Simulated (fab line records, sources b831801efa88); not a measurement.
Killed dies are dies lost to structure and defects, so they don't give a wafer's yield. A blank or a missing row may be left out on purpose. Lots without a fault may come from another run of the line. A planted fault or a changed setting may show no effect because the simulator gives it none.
Which tool did it? | flow gf180mcu | 15 lots, 45 wafers sampled, at 3 steps of a route of 602

WHAT THE GAUGES READ, wafer by wafer
GF_V4_RS_MEAS_24: measures by four-point-probe.
lot  | measured     | on            | V4_W_RS (ohm/sq)
L851 | day 24 14:19 | film_metro-01 | 0.327 0.328 0.321
L853 | day 25 05:02 | film_metro-04 | 0.323 0.324 0.327
L854 | day 25 13:23 | film_metro-04 | 0.328 0.323 0.324
L855 | day 26 00:59 | film_metro-04 | 0.330 0.333 0.330
L856 | day 26 09:49 | film_metro-01 | 0.327 0.327 0.323
L857 | day 26 14:22 | film_metro-04 | 0.326 0.322 0.321
L858 | day 26 18:11 | film_metro-04 | 0.324 0.327 0.324
L866 | day 29 07:56 | film_metro-03 | 0.327 0.329 0.330
L867 | day 29 17:10 | film_metro-04 | 0.323 0.323 0.321
L869 | day 30 09:19 | film_metro-03 | 0.322 0.329 0.323
L870 | day 30 11:07 | film_metro-01 | 0.325 0.319 0.321
L871 | day 30 16:57 | film_metro-04 | 0.321 0.329 0.322
L872 | day 31 01:07 | film_metro-01 | 0.327 0.327 0.328
L873 | day 31 02:52 | film_metro-04 | 0.323 0.324 0.323
L874 | day 31 11:20 | film_metro-03 | 0.321 0.328 0.320

WHICH TOOL RAN EACH LOT (tool, then ch and the chambers of the sampled wafers, then the start)
lot  | GF_V4_ETCH_17                                 | GF_V4_CVD_23
L851 | rie_diel-04 ch 0,1,2, day 24 14:11 or earlier | cvd_w-01 ch 0,1, day 24 14:11
L853 | rie_diel-01 ch 0,1, day 25 04:54 or earlier   | cvd_w-02 ch 0, day 25 04:54
L854 | rie_diel-03 ch 0,2,3, day 25 13:15 or earlier | cvd_w-02 ch 1, day 25 13:15
L855 | rie_diel-01 ch 1,3, day 26 00:52 or earlier   | cvd_w-02 ch 0,1, day 26 00:52
L856 | rie_diel-04 ch 1,2,3, day 26 09:41 or earlier | cvd_w-01 ch 0,1, day 26 09:41
L857 | rie_diel-03 ch 0,1,2, day 26 14:15 or earlier | cvd_w-01 ch 0,1, day 26 14:15
L858 | rie_diel-03 ch 0,2,3, day 26 18:03 or earlier | cvd_w-01 ch 0,1, day 26 18:03
L866 | rie_diel-03 ch 1,3, day 29 07:50 or earlier   | cvd_w-02 ch 0,1, day 29 07:50
L867 | rie_diel-04 ch 0,1, day 29 17:04 or earlier   | cvd_w-02 ch 0, day 29 17:04
L869 | rie_diel-03 ch 0,2,3, day 30 09:13 or earlier | cvd_w-01 ch 0,1, day 30 09:13
L870 | rie_diel-03 ch 0,1,3, day 30 11:01 or earlier | cvd_w-02 ch 0,1, day 30 11:01
L871 | rie_diel-03 ch 0,3, day 30 16:50 or earlier   | cvd_w-01 ch 0,1, day 30 16:50
L872 | rie_diel-01 ch 0,3, day 31 01:00 or earlier   | cvd_w-01 ch 0,1, day 31 01:00
L873 | rie_diel-04 ch 1,3, day 31 02:45 or earlier   | cvd_w-02 ch 1, day 31 02:45
L874 | rie_diel-04 ch 0,1,3, day 31 11:13 or earlier | cvd_w-01 ch 0,1, day 31 11:13
- GF_V4_ETCH_17: etches SiO2 in C4F8/O2/Ar, stops on TiN, target depth 630 nm.
- GF_V4_CVD_23: deposits W, target thk 350 nm, time 104.9 s.

WHAT THE TOOLS THEMSELVES READ (means of the sampled wafers that have a number; where no wafer has one, the mark that the record gives instead)
GF_V4_ETCH_17.
lot  | tool        | oes_product_au (a.u.)
L851 | rie_diel-04 | 0.856
L853 | rie_diel-01 | 0.858
L854 | rie_diel-03 | 0.852
L855 | rie_diel-01 | 0.852
L856 | rie_diel-04 | 0.855
L857 | rie_diel-03 | 0.855
L858 | rie_diel-03 | 0.856
L866 | rie_diel-03 | 0.853
L867 | rie_diel-04 | 0.854
L869 | rie_diel-03 | 0.858
L870 | rie_diel-03 | 0.859
L871 | rie_diel-03 | 0.857
L872 | rie_diel-01 | 0.858
L873 | rie_diel-04 | 0.854
L874 | rie_diel-04 | 0.861

GF_V4_CVD_23.
lot  | tool     | heater_power_outer_w (W) | heater_power_w (W)
L851 | cvd_w-01 | 650                      | 1013
L853 | cvd_w-02 | 417                      | 713
L854 | cvd_w-02 | 498                      | 775
L855 | cvd_w-02 | 437                      | 731
L856 | cvd_w-01 | 681                      | 1072
L857 | cvd_w-01 | 694                      | 1070
L858 | cvd_w-01 | 675                      | 1071
L866 | cvd_w-02 | 449                      | 747
L867 | cvd_w-02 | 423                      | 708
L869 | cvd_w-01 | 661                      | 1011
L870 | cvd_w-02 | 473                      | 766
L871 | cvd_w-01 | 683                      | 1081
L872 | cvd_w-01 | 676                      | 1088
L873 | cvd_w-02 | 497                      | 803
L874 | cvd_w-01 | 685                      | 1068

THE ANSWER, worked out from the rows above alone
Rule: what is usual is taken from the lots themselves. Put in order of their means at a reading, lots are off if they are a third of the lots or fewer, leave a main group of 4 or more, and stand apart from it by a gap of 3 or more times the standard deviation of the main group's means; of several such gaps the widest counts. A main group whose means are all the same, to the digits that the tables above print for the reading, isn't used. A lot without any number at a reading at which 4 lots or more have one is off too. The other lots that the step has rows for count as sound. The gauges are gone through in route order, then the tools' own readings, and for those a lot's mean is taken as printed above. The first step at which some lot is off is used, and at that step the reading that is off furthest; a lot without a number counts as furthest.
No lot is off at any reading shown: from this, nothing can be told.

WHAT THE SIMULATOR HAD PUT IN
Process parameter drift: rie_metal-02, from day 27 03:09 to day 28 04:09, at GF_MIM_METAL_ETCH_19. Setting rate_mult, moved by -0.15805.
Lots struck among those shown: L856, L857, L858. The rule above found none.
